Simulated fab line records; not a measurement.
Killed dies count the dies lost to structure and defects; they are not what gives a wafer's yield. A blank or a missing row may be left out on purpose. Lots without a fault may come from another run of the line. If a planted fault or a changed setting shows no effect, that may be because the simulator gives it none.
Which of the tools did it?    flow sky130    Sampling: 12 lots, 36 wafers, 4 of 708 route steps

## WHAT EACH GAUGE READ, for each wafer
SKY_SONOS_ONO_CD_MEAS_13 targets a cd of 410 nm. Usual: cd-nm at 410.3 nm, with a standard deviation of 2.4.
lot   measured      on         cd-nm (nm)         flag
L452  day 12 18:55  cd-sem-01  415.5 417.8 412.6  
L453  day 13 06:04  cd-sem-02  406.8 405.9 406.1  
L455  day 13 20:44  cd-sem-01  413.9 415.0 413.0  
L456  day 14 06:10  cd-sem-01  410.2 409.5 410.6  
L458  day 15 04:05  cd-sem-01  411.3 410.8 412.0  
L466  day 18 01:35  cd-sem-01  412.0 411.5 411.3  
L467  day 18 07:31  cd-sem-02  406.8 407.1 409.0  
L470  day 19 15:51  cd-sem-01  409.1 407.8 407.9  
L471  day 19 22:26  cd-sem-01  410.7 412.4 408.6  
L472  day 20 04:10  cd-sem-02  409.6 410.4 409.1  
L473  day 20 15:58  cd-sem-01  409.2 407.4 408.0  
L474  day 20 16:53  cd-sem-02  411.2 410.3 409.4  

SKY_SD_N_CD_MEAS_07 targets a cd of 380 nm. Usual: cd-nm at 379.8 nm, with a standard deviation of 2.9.
lot   measured      on         cd-nm (nm)         flag
L452  day 27 22:55  cd-sem-02  384.3 382.8 381.5  
L453  day 29 09:20  cd-sem-02  382.0 379.1 379.4  
L455  day 29 10:52  cd-sem-02  379.5 378.8 380.2  
L456  day 29 12:15  cd-sem-02  379.1 379.6 380.7  
L458  day 30 18:03  cd-sem-02  381.5 380.9 383.0  
L466  day 33 00:55  cd-sem-01  377.3 381.4 379.8  
L467  day 33 08:44  cd-sem-02  380.8 383.1 381.3  
L470  day 34 12:31  cd-sem-01  374.7 374.4 376.8  
L471  day 34 14:23  cd-sem-02  376.9 373.2 376.6  
L472  day 34 20:55  cd-sem-02  382.5 382.8 383.6  
L473  day 36 12:04  cd-sem-02  384.4 382.4 385.5  
L474  day 36 10:14  cd-sem-01  372.4 373.6 374.0  

## TOOL THAT RAN EACH LOT (tool first, then ch and the chambers of the sampled wafers, then the start)
lot   SKY_POLY_GATE_ETCH_16               SKY_POLY_GATE_STRIP_18
L452  rie-diel-02 ch 0,1, day 16 11:11    plasma-asher-03 ch 0,1, day 16 11:20
L453  rie-diel-01 ch 1,2, day 16 22:23    plasma-asher-02 ch 0,1, day 16 22:32
L455  rie-diel-03 ch 0,1, day 17 23:53    plasma-asher-03 ch 0,1, day 18 00:02
L456  rie-diel-01 ch 0,2,3, day 18 04:19  plasma-asher-02 ch 0,1, day 18 04:28
L458  rie-diel-01 ch 2,3, day 19 12:26    plasma-asher-03 ch 0,1, day 19 12:35
L466  rie-diel-01 ch 0,1,2, day 22 03:32  plasma-asher-03 ch 0,1, day 22 03:41
L467  rie-diel-01 ch 0,1,2, day 22 11:38  plasma-asher-02 ch 1, day 22 11:47
L470  rie-diel-01 ch 1,2,3, day 23 19:40  plasma-asher-03 ch 0,1, day 23 19:50
L471  rie-diel-03 ch 0,1,2, day 24 01:25  plasma-asher-02 ch 0,1, day 24 01:36
L472  rie-diel-02 ch 1,3, day 24 07:16    plasma-asher-04 ch 1, day 24 07:26
L473  rie-diel-02 ch 0,2,3, day 25 22:26  plasma-asher-02 ch 0,1, day 25 22:37
L474  rie-diel-01 ch 0,2, day 25 22:16    plasma-asher-03 ch 0,1, day 25 22:25
- SKY_POLY_GATE_ETCH_16: etches Si3N4 in CH3F/O2, stops on poly-Si, time 147.5 s, target depth 75 nm.
- SKY_POLY_GATE_STRIP_18: strips in O2/N2.

## AS READ BY THE TOOLS THEMSELVES (means over the sampled wafers that have a number; for cases with no such wafer, the mark the record gives instead)
SKY_POLY_GATE_ETCH_16. Usual: O2_flow_sccm 30.00 sccm, standard deviation 0.088; bias-w 79.98 W, standard deviation 0.24; drypump-motor-current-A 5.79 A, standard deviation 0.3; oes-product-au 0.642 a.u., standard deviation 0.0048; throttle-valve-pct 10.535 %, standard deviation 0.01.
lot   tool         O2_flow_sccm (sccm)  bias-w (W)  drypump-motor-current-A (A)  oes-product-au (a.u.)  throttle-valve-pct (%)  flag
L452  rie-diel-02  29.99                80.18       6.10                         0.642                  10.532                  
L453  rie-diel-01  29.97                79.88       5.57                         0.638                  10.532                  
L455  rie-diel-03  30.00                80.21       5.75                         0.639                  10.535                  
L456  rie-diel-01  29.96                79.79       5.91                         0.640                  10.539                  
L458  rie-diel-01  30.01                79.92       6.01                         0.643                  10.528                  
L466  rie-diel-01  -                    -           -                            -                      -                       OFF
L467  rie-diel-01  -                    -           -                            -                      -                       OFF
L470  rie-diel-01  29.91                79.96       5.78                         0.645                  10.528                  
L471  rie-diel-03  30.07                79.53       5.55                         0.641                  10.535                  
L472  rie-diel-02  30.05                80.14       5.67                         0.646                  10.549                  
L473  rie-diel-02  29.98                80.14       5.91                         0.642                  10.532                  
L474  rie-diel-01  29.96                80.04       5.68                         0.640                  10.539                  

SKY_POLY_GATE_STRIP_18. Usual: drypump-motor-current-A 5.9 A, standard deviation 0.36; o2-flow-sccm 3001 sccm, standard deviation 9.6; oes-product-au 0.361 a.u., standard deviation 0.0045; strip-time-to-endpoint-s 3.182 s, standard deviation 0.029.
lot   tool             drypump-motor-current-A (A)  o2-flow-sccm (sccm)  oes-product-au (a.u.)  strip-time-to-endpoint-s (s)  flag
L452  plasma-asher-03  5.9                          3000                 0.357                  3.186                         
L453  plasma-asher-02  5.9                          2997                 0.361                  3.202                         
L455  plasma-asher-03  5.8                          2994                 0.360                  3.172                         
L456  plasma-asher-02  6.0                          3006                 0.361                  3.226                         
L458  plasma-asher-03  6.1                          2995                 0.361                  3.183                         
L466  plasma-asher-03  6.1                          3005                 0.412                  4.352                         OFF
L467  plasma-asher-02  6.1                          2999                 0.409                  4.340                         OFF
L470  plasma-asher-03  6.1                          3000                 0.359                  3.200                         
L471  plasma-asher-02  6.0                          3011                 0.365                  3.160                         
L472  plasma-asher-04  4.9                          3021                 0.359                  3.146                         
L473  plasma-asher-02  6.0                          3005                 0.364                  3.172                         
L474  plasma-asher-03  6.1                          2994                 0.364                  3.161                         

## THE ANSWER, worked out from the rows above alone
Rule: a lot counts as off when the mean over its wafers that have a number is more than 3 standard deviations away from the usual mean. Also off: a lot with no number at a reading for which 4 or more lots have one. All remaining lots with rows at the step are treated as sound. First the gauges in route order, then the tools' own readings, where a lot's mean is used as printed above. At the first step where some lot is off, the reading lying furthest off is the one used; lots without a number count as furthest.
Off: L466, L467, at SKY_POLY_GATE_ETCH_16 (O2_flow_sccm). Without a number there: L466, L467.
A tool fits if, at that step or a process step before it, it ran every lot that is off, and no sound lot after the first of them. Not one of the candidates tried fits.

## WHAT HAD BEEN PUT IN BY THE SIMULATOR
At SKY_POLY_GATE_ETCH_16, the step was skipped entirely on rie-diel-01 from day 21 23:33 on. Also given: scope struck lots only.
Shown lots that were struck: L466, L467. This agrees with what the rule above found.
